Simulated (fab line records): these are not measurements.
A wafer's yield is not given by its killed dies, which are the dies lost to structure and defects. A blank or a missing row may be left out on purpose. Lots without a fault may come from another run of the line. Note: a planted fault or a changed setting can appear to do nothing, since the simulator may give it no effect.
fab line records    flow sky130
record lots=11  wafers=33  last_day=50
route steps=708 shown POLY_GATE@228 SD_N@351 RES_XHIGH@360 CONTACT@406
lots with no fault: from the same line, run without faults
start_h: hours from the record's opening day to when the first of the lot's shown wafers began    wait_h: time in hours since the lot's previous step    " same as the row above    L1.1+2: a row that stands for several wafers    - either no value or no given start    * or withheld: withheld    < > ~ a bound
route shown NAME@n: NAME is a module with steps in the file, n the number in the route of the first one    usual: average and standard deviation across the fault-free wafers    same: alike in all rows    chamber/n: place in a boat    sites: each site's reading    _std_site: how widely they spread, as a standard deviation    _edge_site: mean of outer sites minus mean of inner sites    radius_mm: how far each site lies from the wafer's centre    mask NAME#n: copy n    behind: the last tool/chamber to shape the wafer    hold: reason for holding the lot/hours on hold/outcome of the hold    device: the transistor (n, p or np) that didn't switch    end of line: at the end of the route, the tests of the same wafers    a step given without rows: its recipe and nothing more    killed: at the first sort, the dies lost to defects and structure; wafer yield is something else    map: a wafer's dies, marking killed ones x, the rest . and places with no die _
set.NAME: the setting the step ran with; set.NAME@STEP: the setting that earlier step ran with    model.NAME: the simulator's own value behind a step, which no gauge read
one table for each step of the route and one row for each wafer, over a sample of lots
services: the hour from which a tool's chamber was out of use, counted from the record's first day as start_h (under 0 if before that day), plus the number of hours and why
## steps
# step SKY_POLY_GATE_OVL_MEAS_14
# usual POLY_GATE_OVL=-2/5.5
lot.wafer  tool        chamber  start_h  wait_h  POLY_GATE_OVL[nm]
L386.1     overlay-02  -        443.68   0.1     0
L386.4     "           -        "        "       4
L386.6     "           -        "        "       -3
L387.3     overlay-02  -        449.21   0.1     -12
L387.4     "           -        "        "       -1
L387.5     "           -        "        "       -9
L391.2     overlay-02  -        484.84   0.1     -10
L391.5     "           -        "        "       2
L391.6     "           -        "        "       -10
L390.1     overlay-02  -        487.03   0.1     -2
L390.2     "           -        "        "       5
L390.4     "           -        "        "       -1
L393.1     overlay-02  -        505.05   0.1     -8
L393.3     "           -        "        "       -9
L393.5     "           -        "        "       0
L392.3     overlay-01  -        511.66   0.1     1
L392.4     "           -        "        "       -4
L392.5     "           -        "        "       -1
L394.2     overlay-01  -        517.36   0.1     5
L394.5     "           -        "        "       10
L394.6     "           -        "        "       3
L395.1     overlay-02  -        522.10   0.1     5
L395.2     "           -        "        "       -1
L395.6     "           -        "        "       -1
L399.2     overlay-01  -        541.31   0.1     -15
L399.3     "           -        "        "       -11
L399.4     "           -        "        "       -8
L400.3     overlay-02  -        551.46   0.1     0
L400.4     "           -        "        "       -2
L400.6     "           -        "        "       5
L403.4     overlay-02  -        558.01   0.1     -7
L403.5     "           -        "        "       2
L403.6     "           -        "        "       -10
# step SKY_SD_N_IMPLANT_09
# recipe species=As  energy_kev=50  dose_cm2=4e+15  tilt_deg=0
# usual dose_ions_cm2=4.001e+15/4.1e+12
lot.wafer  tool          chamber  start_h  wait_h  dose_ions_cm2
L386.1     implanter-03  0        717.25   0.0     3.998e+15
L386.4     "             0        "        "       4e+15
L386.6     "             0        "        "       4.002e+15
L387.3     implanter-03  0        721.71   0.1     3.992e+15
L387.4     "             0        "        "       3.996e+15
L387.5     "             0        "        "       3.998e+15
L391.2     implanter-04  0        751.14   0.0     3.996e+15
L391.5     "             0        "        "       3.994e+15
L391.6     "             0        "        "       3.995e+15
L390.1     implanter-02  0        753.14   0.0     4e+15
L390.2     "             0        "        "       3.992e+15
L390.4     "             0        "        "       3.995e+15
L393.1     implanter-02  0        769.69   0.0     4.008e+15
L393.3     "             0        "        "       4e+15
L393.5     "             0        "        "       4.004e+15
L392.3     implanter-03  0        778.54   0.1     4.003e+15
L392.4     "             0        "        "       3.999e+15
L392.5     "             0        "        "       4.004e+15
L394.2     implanter-04  0        780.74   0.0     3.997e+15
L394.5     "             0        "        "       4.002e+15
L394.6     "             0        "        "       4.006e+15
L395.1     implanter-02  0        785.90   0.0     2.304e+15
L395.2     "             0        "        "       2.307e+15
L395.6     "             0        "        "       2.311e+15
L399.2     implanter-02  0        800.09   0.0     2.316e+15
L399.3     "             0        "        "       2.314e+15
L399.4     "             0        "        "       2.31e+15
L400.3     implanter-04  0        813.06   0.1     4.004e+15
L400.4     "             0        "        "       3.999e+15
L400.6     "             0        "        "       4.002e+15
L403.4     implanter-04  0        817.71   0.1     3.998e+15
L403.5     "             0        "        "       4.003e+15
L403.6     "             0        "        "       4.001e+15
# step SKY_SD_N_STRIP_11
# recipe chemistry=O2/N2  power_w=1400  pressure_mtorr=1500  platen_temp_c=withheld  o2_flow_sccm=2896  n2_flow_sccm=300  overash_fraction=0.5
# usual drypump_motor_current_A=5.5/0.39  o2_flow_sccm=2896/7.6  oes_product_au=0.527/0.005  strip_time_to_endpoint_s=22.60/0.039
lot.wafer  tool             chamber  start_h  wait_h  drypump_motor_current_A  o2_flow_sccm  oes_product_au  rf_hours_counter_h  strip_time_to_endpoint_s
L386.1     plasma_asher-02  1        717.55   0.1     5.2                      2902          0.523           89                  22.61
L386.4     "                0        "        "       6.1                      2894          0.528           -                   22.55
L386.6     "                1        "        "       5.2                      2899          0.522           -                   22.57
L387.3     plasma_asher-02  1        722.00   0.1     5.2                      2892          0.527           -                   22.69
L387.4     "                0        "        "       6.1                      2903          0.524           -                   22.61
L387.5     "                1        "        "       5.2                      2887          0.537           -                   22.70
L391.2     plasma_asher-04  0        751.41   0.1     5.8                      2901          0.525           1                   22.64
L391.5     "                1        "        "       5.2                      2900          0.529           -                   22.65
L391.6     "                0        "        "       5.8                      2889          0.533           -                   22.63
L390.1     plasma_asher-04  1        753.44   0.1     5.2                      2894          0.528           1                   22.57
L390.2     "                0        "        "       5.8                      2902          0.533           1                   22.61
L390.4     "                1        "        "       5.2                      2899          0.530           -                   22.59
L393.1     plasma_asher-04  1        769.99   0.1     5.2                      2901          0.524           3                   22.59
L393.3     "                1        "        "       5.2                      2900          0.527           -                   22.62
L393.5     "                1        "        "       5.2                      2888          0.530           -                   22.63
L392.3     plasma_asher-04  1        778.82   0.1     5.2                      2891          0.524           -                   22.62
L392.4     "                0        "        "       5.8                      2894          0.527           -                   22.60
L392.5     "                1        "        "       5.2                      2894          0.527           -                   22.61
L394.2     plasma_asher-02  1        781.01   0.1     5.2                      2900          0.524           94                  22.58
L394.5     "                1        "        "       5.2                      2894          0.535           -                   22.63
L394.6     "                0        "        "       6.1                      2898          0.536           -                   22.61
L395.1     plasma_asher-04  1        786.20   0.1     5.2                      2904          0.554           4                   20.64
L395.2     "                0        "        "       5.7                      2898          0.549           4                   20.74
L395.6     "                0        "        "       5.7                      2904          0.558           -                   20.70
L399.2     plasma_asher-01  1        800.36   0.1     5.7                      2894          0.561           71                  20.60
L399.3     "                0        "        "       4.9                      2895          0.552           -                   20.63
L399.4     "                1        "        "       5.7                      2895          0.547           -                   20.62
L400.3     plasma_asher-01  1        813.35   0.1     5.7                      2910          0.534           -                   22.58
L400.4     "                0        "        "       5.0                      2898          0.528           -                   22.55
L400.6     "                0        "        "       5.0                      2892          0.527           -                   22.57
L403.4     plasma_asher-02  0        817.97   0.1     6.1                      2893          0.519           -                   22.52
L403.5     "                0        "        "       6.1                      2913          0.528           -                   22.57
L403.6     "                1        "        "       5.2                      2897          0.537           -                   22.49
# step SKY_SD_N_TW_MEAS_12
# usual SD_N_TW=3973/21
lot.wafer  tool           chamber  start_h  wait_h  hold                      SD_N_TW
L386.1     film_metro-03  -        717.65   0.1     -                         3954
L386.4     "              -        "        "       -                         3958
L386.6     "              -        "        "       -                         3943
L387.3     film_metro-03  -        722.08   0.1     -                         3936
L387.4     "              -        "        "       -                         3934
L387.5     "              -        "        "       -                         3928
L391.2     film_metro-01  -        751.52   0.1     -                         3955
L391.5     "              -        "        "       -                         3968
L391.6     "              -        "        "       -                         3976
L390.1     film_metro-01  -        753.54   0.1     -                         3971
L390.2     "              -        "        "       -                         3998
L390.4     "              -        "        "       -                         3968
L393.1     film_metro-03  -        770.09   0.1     -                         3967
L393.3     "              -        "        "       -                         3977
L393.5     "              -        "        "       -                         3993
L392.3     film_metro-01  -        778.91   0.1     -                         3974
L392.4     "              -        "        "       -                         4020
L392.5     "              -        "        "       -                         3986
L394.2     film_metro-02  -        781.12   0.1     -                         4018
L394.5     "              -        "        "       -                         4012
L394.6     "              -        "        "       -                         4017
L395.1     film_metro-03  -        786.30   0.1     -                         3907
L395.2     "              -        "        "       -                         3892
L395.6     "              -        "        "       -                         3923
L399.2     film_metro-03  -        800.47   0.1     await_dispo/0.2h/release  3869
L399.3     "              -        "        "       await_dispo/0.2h/release  3870
L399.4     "              -        "        "       await_dispo/0.2h/release  3870
L399.2     film_metro-03  -        800.70   0.2     -                         3883
L399.3     "              -        "        "       -                         3901
L399.4     "              -        "        "       -                         3878
L400.3     film_metro-03  -        813.43   0.1     -                         3956
L400.4     "              -        "        "       -                         3956
L400.6     "              -        "        "       -                         3959
L403.4     film_metro-02  -        818.07   0.1     -                         3981
L403.5     "              -        "        "       -                         3981
L403.6     "              -        "        "       -                         3975
# step SKY_SD_N_RS_MEAS_16
# recipe thk_meas_gauge=four-point-probe
# usual SD_N_RS=68.55/0.11
lot.wafer  tool           chamber  start_h  wait_h  hold                      SD_N_RS[ohm/sq]
L386.1     film_metro-01  -        717.93   0.1     -                         68.47
L386.4     "              -        "        "       -                         68.51
L386.6     "              -        "        "       -                         68.54
L387.3     film_metro-02  -        722.39   0.1     -                         68.53
L387.4     "              -        "        "       -                         68.40
L387.5     "              -        "        "       -                         68.34
L391.2     film_metro-03  -        751.82   0.1     -                         68.35
L391.5     "              -        "        "       -                         68.46
L391.6     "              -        "        "       -                         68.55
L390.1     film_metro-01  -        753.82   0.1     -                         68.63
L390.2     "              -        "        "       -                         68.56
L390.4     "              -        "        "       -                         68.67
L393.1     film_metro-02  -        770.37   0.1     -                         68.34
L393.3     "              -        "        "       -                         68.41
L393.5     "              -        "        "       -                         68.34
L392.3     film_metro-03  -        779.21   0.1     -                         68.59
L392.4     "              -        "        "       -                         68.42
L392.5     "              -        "        "       -                         68.68
L394.2     film_metro-03  -        781.42   0.1     -                         68.55
L394.5     "              -        "        "       -                         68.61
L394.6     "              -        "        "       -                         68.56
L395.1     film_metro-02  -        786.58   0.1     await_dispo/0.2h/release  75.08
L395.2     "              -        "        "       await_dispo/0.2h/release  74.89
L395.6     "              -        "        "       await_dispo/0.2h/release  75.09
L395.1     film_metro-02  -        786.94   0.3     -                         74.99
L395.2     "              -        "        "       -                         74.78
L395.6     "              -        "        "       -                         74.95
L399.2     film_metro-01  -        805.45   0.1     await_dispo/0.2h/release  75.25
L399.3     "              -        "        "       await_dispo/0.2h/release  75.08
L399.4     "              -        "        "       await_dispo/0.2h/release  75.09
L399.2     film_metro-01  -        805.73   0.3     -                         75.15
L399.3     "              -        "        "       -                         75.01
L399.4     "              -        "        "       -                         74.99
L400.3     film_metro-02  -        813.74   0.1     -                         68.58
L400.4     "              -        "        "       -                         68.74
L400.6     "              -        "        "       -                         68.52
L403.4     film_metro-03  -        818.38   0.1     -                         68.66
L403.5     "              -        "        "       -                         68.76
L403.6     "              -        "        "       -                         68.75
# step SKY_SD_N_RS_MEAS_18
# recipe thk_meas_gauge=four-point-probe
# usual RES_XHIGH_RS=333.3/1.5
lot.wafer  tool           chamber  start_h  wait_h  RES_XHIGH_RS[ohm/sq]
L386.1     film_metro-01  -        718.17   0.1     330.7
L386.4     "              -        "        "       331.8
L386.6     "              -        "        "       332.3
L387.3     film_metro-02  -        722.63   0.1     334.7
L387.4     "              -        "        "       334.6
L387.5     "              -        "        "       333.5
L391.2     film_metro-03  -        752.06   0.1     332.7
L391.5     "              -        "        "       331.1
L391.6     "              -        "        "       331.1
L390.1     film_metro-01  -        754.06   0.1     331.9
L390.2     "              -        "        "       332.2
L390.4     "              -        "        "       330.4
L393.1     film_metro-02  -        770.61   0.1     332.8
L393.3     "              -        "        "       332.0
L393.5     "              -        "        "       333.0
L392.3     film_metro-03  -        779.45   0.1     335.2
L392.4     "              -        "        "       334.9
L392.5     "              -        "        "       334.2
L394.2     film_metro-03  -        781.66   0.1     333.9
L394.5     "              -        "        "       334.6
L394.6     "              -        "        "       334.2
L400.3     film_metro-02  -        813.98   0.1     331.5
L400.4     "              -        "        "       330.3
L400.6     "              -        "        "       331.8
L403.4     film_metro-03  -        818.62   0.1     334.7
L403.5     "              -        "        "       333.4
L403.6     "              -        "        "       336.4
# step SKY_CONTACT_CVD_00
# recipe material=Si3N4  target_thk_nm=75  temp_c=400  time_s=withheld  rf_w=450
# usual heater_power_w=740/97
lot.wafer  tool      chamber  start_h  wait_h  heater_power_w
L386.1     pecvd-04  1        775.22   0.0     731
L386.4     "         2        "        "       587
L386.6     "         1        "        "       741
L387.3     pecvd-04  0        780.22   0.0     854
L387.4     "         1        "        "       731
L387.5     "         2        "        "       602
L391.2     pecvd-02  2        809.50   0.0     818
L391.5     "         1        "        "       650
L391.6     "         0        "        "       803
L390.1     pecvd-01  2        810.66   0.0     749
L390.2     "         1        "        "       847
L390.4     "         0        "        "       735
L393.1     pecvd-02  1        826.82   0.0     618
L393.3     "         0        "        "       778
L393.5     "         2        "        "       792
L392.3     pecvd-04  2        834.67   0.0     490
L392.4     "         2        "        "       489
L392.5     "         1        "        "       731
L394.2     pecvd-01  0        837.38   0.0     869
L394.5     "         2        "        "       695
L394.6     "         1        "        "       845
L400.3     pecvd-01  0        870.78   0.0     753
L400.4     "         2        "        "       780
L400.6     "         0        "        "       738
L403.4     pecvd-01  2        875.31   0.0     773
L403.5     "         1        "        "       826
L403.6     "         0        "        "       848
## services
tool             chamber  start_h  hours  kind
implanter-02     -        694.01   4.9    pm
pecvd-01         2        704.65   7.7    repair
plasma_asher-01  -        714.81   2.8    pm
implanter-04     -        723.04   1.7    repair
plasma_asher-02  -        730.23   6.6    repair
implanter-04     -        731.54   8.8    pm
plasma_asher-04  -        733.77   9.0    pm
pecvd-04         -        736.57   28.1   pm
implanter-03     -        747.59   1.0    repair
plasma_asher-04  -        751.52   1.1    repair
pecvd-01         2        759.23   22.4   repair
implanter-03     -        768.29   1.6    repair
implanter-03     -        773.18   4.3    repair
plasma_asher-01  -        784.75   0.7    repair
pecvd-04         2        787.13   11.5   repair
plasma_asher-04  -        791.93   2.8    repair
plasma_asher-02  -        810.22   2.3    repair
pecvd-02         1        811.69   8.9    repair
implanter-04     -        829.58   2.4    repair
plasma_asher-01  -        829.92   0.3    repair
plasma_asher-02  -        839.82   0.3    repair
plasma_asher-02  -        847.43   1.2    repair
plasma_asher-01  -        859.56   0.9    repair
pecvd-01         -        873.54   0.4    repair
## key
first_sign step=SKY_SD_N_IMPLANT_09  reading=dose_ions_cm2  direction=down  sigmas=99+  usual=*  struck=*
effect step=SKY_SD_N_STRIP_11  reading=strip_time_to_endpoint_s  direction=down  sigmas=50  usual=*  struck=*
effect step=SKY_SD_N_TW_MEAS_12  reading=visit  direction=added
effect step=SKY_SD_N_RS_MEAS_16  reading=visit  direction=added
effect step=SKY_SD_N_RS_MEAS_16  reading=SD_N_RS  direction=up  sigmas=61  usual=68.55  struck=75.08
met_at SKY_SD_N_IMPLANT_09
struck_lots L395,L399
scrapped_behind SKY_SD_N_RS_MEAS_16 L395.1,L395.2,L395.6,L399.2,L399.3,L399.4
not_acting_at SKY_POLY_GATE_OVL_MEAS_14,SKY_SD_N_RS_MEAS_18,SKY_CONTACT_CVD_00
onset_between 769.69 785.90
fault kind=process_parameter_drift  tool=implanter-02  chamber=-  onset_h=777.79  steps=SKY_SD_N_IMPLANT_09  channel=dose_cm2  offset=*  shape=step  end_h=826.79  acts_in=*  stated=*
